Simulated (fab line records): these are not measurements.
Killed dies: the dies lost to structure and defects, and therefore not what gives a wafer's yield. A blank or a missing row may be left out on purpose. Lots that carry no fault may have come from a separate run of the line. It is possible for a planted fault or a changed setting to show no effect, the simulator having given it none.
Chamber matching | flow gf180mcu | 4 sister chambers for GF_V4_CMP_04 on cmp-01
The step polishes SiO2. 8 wafers are shown with their chamber, then 8 later ones without.

WAFERS, EACH WITH ITS CHAMBER
wafer  | chamber | motor current A (A) | time to endpoint s (s)
L923.4 | 3       | 11.8                | 87
L930.3 | 3       | 11.2                | 76
L931.3 | 0       | 11.7                | 87
L931.4 | 1       | 12.1                | 87
L932.2 | 0       | 12.1                | 80
L932.3 | 2       | 12.3                | 85
L932.6 | 1       | 12.4                | 84
L933.1 | 2       | 11.8                | 82

WAFERS WITH NO CHAMBER GIVEN
wafer  | motor current A (A) | time to endpoint s (s)
L933.3 | 11.4                | 81
L933.6 | 11.2                | 80
L934.2 | 12.0                | 77
L934.3 | 11.4                | 83
L934.6 | 12.1                | 89
L939.2 | 12.4                | 71
L940.2 | 11.9                | 81
L940.4 | 12.1                | 84

WHICH CHAMBER EACH ONE RAN IN
wafer  | from the rows above               | in truth
L933.3 | can't be placed: 3 or 0 or 2      | 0
L933.6 | can't be placed: 3 or 0 or 2      | 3
L934.2 | can't be placed: 2 or 0 or 3 or 1 | 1
L934.3 | can't be placed: 3 or 0 or 2      | 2
L934.6 | can't be placed: 1 or 2 or 0 or 3 | 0
L939.2 | can't be placed: 2 or 0 or 1 or 3 | 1
L940.2 | can't be placed: 0 or 2 or 3 or 1 | 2
L940.4 | can't be placed: 2 or 1 or 0 or 3 | 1
Correct placement for 0 of the 8. Not placeable from these rows: 8 (in 8, the candidates include the true chamber). Number placed wrongly: 0.
How it was worked out, from the rows above alone: a wafer's distance from a chamber is the root of the sum, over the readings, of the square of ((its reading less the chamber's mean) divided by the reading's scatter). The wafer belongs to the nearest chamber; if the next one is less than 2 further off, it can't be placed. Each chamber's mean is taken over the wafers shown for it. The scatter is the square root of a quotient: the sum, over the shown wafers, of each reading's squared deviation from its chamber's mean, divided by wafers minus chambers.
